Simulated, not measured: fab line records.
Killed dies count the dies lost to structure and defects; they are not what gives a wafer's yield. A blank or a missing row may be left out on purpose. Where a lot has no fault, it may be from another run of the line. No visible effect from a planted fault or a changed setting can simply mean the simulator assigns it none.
Chamber matching / flow sky130 / cmp-02 running SKY_LI_CONTACT_CMP_02: 4 sister chambers
The step polishes PSG. 4 wafers are shown with their chamber, then 8 later ones without.

== WAFERS WITH THEIR CHAMBER ==
wafer=L234.5; chamber=1; motor current A (A)=12.1
wafer=L246.1; chamber=2; motor current A (A)=13.1
wafer=L250.2; chamber=3; motor current A (A)=15.5
wafer=L249.3; chamber=0; motor current A (A)=11.1

== WAFERS WHOSE CHAMBER IS MISSING ==
wafer=L249.4; motor current A (A)=14.7
wafer=L249.6; motor current A (A)=12.5
wafer=L254.1; motor current A (A)=14.1
wafer=L254.3; motor current A (A)=11.1
wafer=L254.4; motor current A (A)=15.2
wafer=L255.2; motor current A (A)=10.4
wafer=L255.4; motor current A (A)=15.6
wafer=L255.5; motor current A (A)=13.3

== CHAMBER TAKEN BY EACH ==
wafer=L249.4; from the rows above=can't be placed: 3 or 2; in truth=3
wafer=L249.6; from the rows above=can't be placed: 1 or 2 or 0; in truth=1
wafer=L254.1; from the rows above=can't be placed: 2 or 3 or 1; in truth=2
wafer=L254.3; from the rows above=can't be placed: 0 or 1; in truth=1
wafer=L254.4; from the rows above=3; in truth=3
wafer=L255.2; from the rows above=can't be placed: 0 or 1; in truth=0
wafer=L255.4; from the rows above=3; in truth=3
wafer=L255.5; from the rows above=can't be placed: 2 or 1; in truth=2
Placed correctly: 2 of 8. Not placeable from these rows: 6 (in 6, the candidates include the true chamber). Number placed wrongly: 0.
How it was worked out, from the rows above alone: a wafer's distance from a chamber is the root of the sum, over the readings, of the square of ((its reading less the chamber's mean) divided by the reading's scatter). If the next closest chamber is less than 2 further off than the closest, the wafer can't be placed; otherwise it belongs to the closest. A chamber's mean is the mean of its shown wafers. The scatter (one wafer shown for each chamber): square how far every hidden wafer sits from the nearest shown wafer, average those squares and take the square root.
